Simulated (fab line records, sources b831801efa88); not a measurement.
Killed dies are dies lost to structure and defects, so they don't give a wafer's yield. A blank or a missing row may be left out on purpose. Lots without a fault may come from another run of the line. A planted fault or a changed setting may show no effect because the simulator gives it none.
Which tool did it? | flow gf180mcu | 6 lots, 18 wafers sampled, at 2 steps of a route of 602

WHAT THE GAUGES READ, wafer by wafer
GF_HV_LDD_THK_MEAS_55.
lot  | measured     | on            | HV_LDD_CVD_54_THK (nm)
L806 | day 12 16:38 | film_metro-02 | 10.01 9.94 9.88
L809 | day 13 19:24 | film_metro-02 | 9.95 10.16 10.11
L815 | day 15 23:39 | film_metro-01 | 13.58 13.47 13.09
L817 | day 16 16:43 | film_metro-02 | 9.98 10.05 10.04
L823 | day 18 18:43 | film_metro-01 | 9.95 9.94 9.76
L827 | day 20 03:26 | film_metro-04 | 10.11 10.04 10.08

WHICH TOOL RAN EACH LOT (tool, then ch and the chambers of the sampled wafers, then the start)
lot  | GF_HV_LDD_CVD_54
L806 | lpcvd-01 ch 0, day 12 15:36
L809 | lpcvd-02 ch 1, day 13 18:22
L815 | lpcvd-02 ch 1, day 15 22:37
L817 | lpcvd-01 ch 1, day 16 15:41
L823 | lpcvd-01 ch 1, day 18 17:40
L827 | lpcvd-01 ch 1, day 20 02:25
- GF_HV_LDD_CVD_54: deposits SiO2 from TEOS, target thk 10 nm, time 75 s.

THE ANSWER, worked out from the rows above alone
Rule: what is usual is taken from the lots themselves. Put in order of their means at a reading, lots are off if they are a third of the lots or fewer, leave a main group of 4 or more, and stand apart from it by a gap of 3 or more times the standard deviation of the main group's means; of several such gaps the widest counts. A main group whose means are all the same, to the digits that the tables above print for the reading, isn't used. A lot without any number at a reading at which 4 lots or more have one is off too. The other lots that the step has rows for count as sound.
Off: L815, at GF_HV_LDD_THK_MEAS_55 (HV_LDD_CVD_54_THK). The main group: mean 10.00 nm, standard deviation 0.076.
A tool fits if, at a process step before that reading, it ran every lot that is off, and no sound lot after the first of them. The gauges at GF_HV_LDD_THK_MEAS_55 are tried like those tools. One fits: lpcvd-02 at GF_HV_LDD_CVD_54. Its last sound lot is L809 (day 13 18:22), its first lot that is off L815 (day 15 22:37): a fault that began between those two fits.

WHAT THE SIMULATOR HAD PUT IN
Process parameter drift: lpcvd-02, from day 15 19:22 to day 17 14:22, at GF_HV_LDD_CVD_54. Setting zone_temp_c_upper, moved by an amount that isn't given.
Lots struck among those shown: L815. The rule above found the same.
